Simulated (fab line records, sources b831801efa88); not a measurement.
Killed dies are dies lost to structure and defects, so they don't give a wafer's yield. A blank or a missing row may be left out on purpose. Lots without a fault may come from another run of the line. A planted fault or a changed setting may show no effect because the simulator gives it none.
Which tool did it? | flow gf180mcu | 13 lots, 39 wafers sampled, at 5 steps of a route of 602

WHAT THE GAUGES READ, wafer by wafer
GF_POLY_GATE_CD_MEAS_10: target cd 280 nm.
lot  | measured     | on        | cd_nm (nm)
L430 | day 8 23:57  | cd_sem-02 | 279.4 280.2 280.4
L431 | day 9 10:44  | cd_sem-02 | 279.0 280.1 280.3
L436 | day 11 05:34 | cd_sem-02 | 278.8 279.5 278.7
L437 | day 11 05:12 | cd_sem-01 | 281.2 281.4 280.6
L438 | day 11 14:01 | cd_sem-01 | 278.1 277.7 278.3
L439 | day 12 00:46 | cd_sem-02 | 279.3 280.3 279.5
L445 | day 14 02:34 | cd_sem-02 | 279.1 279.3 278.5
L446 | day 14 05:35 | cd_sem-02 | 280.3 280.9 280.9
L447 | day 14 15:50 | cd_sem-02 | 280.3 279.3 280.5
L448 | day 14 19:27 | cd_sem-02 | 281.7 279.8 281.5
L449 | day 15 02:56 | cd_sem-02 | 279.6 280.0 279.5
L450 | day 15 03:29 | cd_sem-02 | 280.2 279.4 280.4
L453 | day 16 07:04 | cd_sem-02 | 281.5 280.7 281.4

GF_HV_LDD_CD_MEAS_19: target cd 400 nm.
lot  | measured     | on        | cd_nm (nm)
L430 | day 10 13:43 | cd_sem-02 | 404.5 401.3 402.7
L431 | day 10 23:45 | cd_sem-02 | 405.1 403.9 404.9
L436 | day 12 22:29 | cd_sem-01 | 404.3 403.5 401.8
L437 | day 12 21:39 | cd_sem-02 | 400.6 403.0 402.5
L438 | day 13 06:31 | cd_sem-01 | 405.5 409.8 403.8
L439 | day 13 19:22 | cd_sem-02 | 403.9 401.8 404.3
L445 | day 16 00:23 | cd_sem-02 | 398.6 400.7 401.9
L446 | day 16 04:11 | cd_sem-02 | 367.4 370.4 370.4
L447 | day 16 12:19 | cd_sem-02 | 368.0 369.8 373.4
L448 | day 16 17:35 | cd_sem-02 | 369.2 366.8 369.3
L449 | day 17 01:46 | cd_sem-02 | 409.9 409.1 407.5
L450 | day 17 02:50 | cd_sem-02 | 368.9 367.9 368.5
L453 | day 18 06:58 | cd_sem-01 | 407.2 406.6 404.6

GF_HV_LDD_OVL_MEAS_20.
lot  | measured     | on         | HV_LDD_01_OVL (nm)
L430 | day 10 13:50 | overlay-01 | -1.3 -0.5 -1.4
L431 | day 10 23:51 | overlay-01 | 0.7 -0.5 -1.3
L436 | day 12 22:35 | overlay-02 | -2.3 -0.8 -1.8
L437 | day 12 21:46 | overlay-01 | -2.1 -0.8 -0.9
L438 | day 13 06:38 | overlay-02 | -2.1 -1.4 -1.0
L439 | day 13 19:28 | overlay-02 | 0.1 -0.2 1.0
L445 | day 16 00:30 | overlay-01 | 0.5 0.2 1.3
L446 | day 16 04:17 | overlay-02 | -1.2 -0.8 -1.6
L447 | day 16 12:26 | overlay-02 | -2.5 -3.6 -2.9
L448 | day 16 17:41 | overlay-01 | 0.9 1.6 1.9
L449 | day 17 01:52 | overlay-02 | -0.7 -1.9 -2.4
L450 | day 17 02:56 | overlay-01 | -2.7 -1.2 -2.5
L453 | day 18 07:05 | overlay-01 | -0.6 0.8 -0.1

WHICH TOOL RAN EACH LOT (tool, then ch and the chambers of the sampled wafers, then the start)
lot  | GF_DUAL_GATE_STRIP_13                | GF_HV_LDD_EXPOSE_16
L430 | plasma_asher-01 ch 1, day 8 03:55    | iline_stepper-02 ch 0, day 10 05:01
L431 | plasma_asher-02 ch 0,1, day 8 14:14  | iline_stepper-01 ch 0, day 10 14:32
L436 | plasma_asher-04 ch 0,1, day 10 04:52 | iline_stepper-02 ch 0, day 12 12:07
L437 | plasma_asher-02 ch 0,1, day 10 05:08 | iline_stepper-02 ch 0, day 12 10:52
L438 | plasma_asher-02 ch 0,1, day 10 17:58 | iline_stepper-02 ch 0, day 12 21:24
L439 | plasma_asher-01 ch 0,1, day 11 02:17 | iline_stepper-02 ch 0, day 13 09:20
L445 | plasma_asher-01 ch 1, day 13 03:01   | iline_stepper-01 ch 0, day 15 13:52
L446 | plasma_asher-01 ch 0, day 13 06:37   | iline_stepper-02 ch 0, day 15 17:56
L447 | plasma_asher-02 ch 0,1, day 13 17:19 | iline_stepper-02 ch 0, day 16 01:31
L448 | plasma_asher-04 ch 0,1, day 13 20:01 | iline_stepper-02 ch 0, day 16 06:17
L449 | plasma_asher-02 ch 0,1, day 14 02:40 | iline_stepper-01 ch 0, day 16 15:01
L450 | plasma_asher-04 ch 0,1, day 14 02:59 | iline_stepper-02 ch 0, day 16 16:04
L453 | plasma_asher-02 ch 0,1, day 15 05:25 | iline_stepper-01 ch 0, day 17 19:16
- GF_DUAL_GATE_STRIP_13: strips in O2/N2.
- GF_HV_LDD_EXPOSE_16: exposes mask Pplus LV AREA, target cd 400 nm.

WHAT THE TOOLS THEMSELVES READ (means of the sampled wafers that have a number; where no wafer has one, the mark that the record gives instead)
GF_DUAL_GATE_STRIP_13.
lot  | tool            | drypump_motor_current_A (A) | heater_power_w (W) | oes_product_au (a.u.) | strip_time_to_endpoint_s (s)
L430 | plasma_asher-01 | 5.9                         | 335                | 0.714                 | 12.64
L431 | plasma_asher-02 | 5.4                         | 350                | 0.718                 | 12.58
L436 | plasma_asher-04 | 5.4                         | 326                | 0.712                 | 12.62
L437 | plasma_asher-02 | 5.4                         | 343                | 0.717                 | 12.60
L438 | plasma_asher-02 | 5.4                         | 343                | 0.714                 | 12.62
L439 | plasma_asher-01 | 5.5                         | 319                | 0.720                 | 12.64
L445 | plasma_asher-01 | 5.9                         | 332                | 0.712                 | 12.60
L446 | plasma_asher-01 | 5.2                         | 314                | 0.717                 | 12.58
L447 | plasma_asher-02 | 5.7                         | 345                | 0.722                 | 12.61
L448 | plasma_asher-04 | 5.4                         | 327                | 0.718                 | 12.70
L449 | plasma_asher-02 | 5.7                         | 349                | 0.719                 | 12.61
L450 | plasma_asher-04 | 5.4                         | 320                | 0.716                 | 12.64
L453 | plasma_asher-02 | 5.7                         | 346                | 0.714                 | 12.64

GF_HV_LDD_EXPOSE_16.
lot  | tool             | exposure_dose_mJ_cm2
L430 | iline_stepper-02 | 140.09
L431 | iline_stepper-01 | 139.88
L436 | iline_stepper-02 | 139.99
L437 | iline_stepper-02 | 140.14
L438 | iline_stepper-02 | 139.94
L439 | iline_stepper-02 | 140.08
L445 | iline_stepper-01 | 139.93
L446 | iline_stepper-02 | 124.57
L447 | iline_stepper-02 | 124.77
L448 | iline_stepper-02 | 124.56
L449 | iline_stepper-01 | 140.08
L450 | iline_stepper-02 | 124.48
L453 | iline_stepper-01 | 140.00

THE ANSWER, worked out from the rows above alone
Rule: what is usual is taken from the lots themselves. Put in order of their means at a reading, lots are off if they are a third of the lots or fewer, leave a main group of 4 or more, and stand apart from it by a gap of 3 or more times the standard deviation of the main group's means; of several such gaps the widest counts. A main group whose means are all the same, to the digits that the tables above print for the reading, isn't used. A lot without any number at a reading at which 4 lots or more have one is off too. The other lots that the step has rows for count as sound. The gauges are gone through in route order, then the tools' own readings, and for those a lot's mean is taken as printed above. The first step at which some lot is off is used, and at that step the reading that is off furthest; a lot without a number counts as furthest.
Off: L446, L447, L448, L450, at GF_HV_LDD_CD_MEAS_19 (cd_nm). The main group: mean 404.2 nm, standard deviation 2.4.
A tool fits if, at a process step before that reading, it ran every lot that is off, and no sound lot after the first of them. The gauges at GF_HV_LDD_CD_MEAS_19 aren't tried: what is off there is off at GF_HV_LDD_EXPOSE_16 too, on other tools, and a gauge's error can't cause that. One fits: iline_stepper-02 at GF_HV_LDD_EXPOSE_16. Its last sound lot is L439 (day 13 09:20), its first lot that is off L446 (day 15 17:56): a fault that began between those two fits.
The tool's own readings at GF_HV_LDD_EXPOSE_16 bear it out: on the lots that are off they differ by more than 5 times the standard deviation of the sound lots' means. exposure_dose_mJ_cm2 reads 124.59 there against 140.01 on the sound lots.

WHAT THE SIMULATOR HAD PUT IN
Process parameter drift: iline_stepper-02, from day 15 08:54 on, at GF_HV_LDD_EXPOSE_16. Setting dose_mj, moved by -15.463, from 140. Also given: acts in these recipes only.
Lots struck among those shown: L446, L447, L448, L450. The rule above found the same.
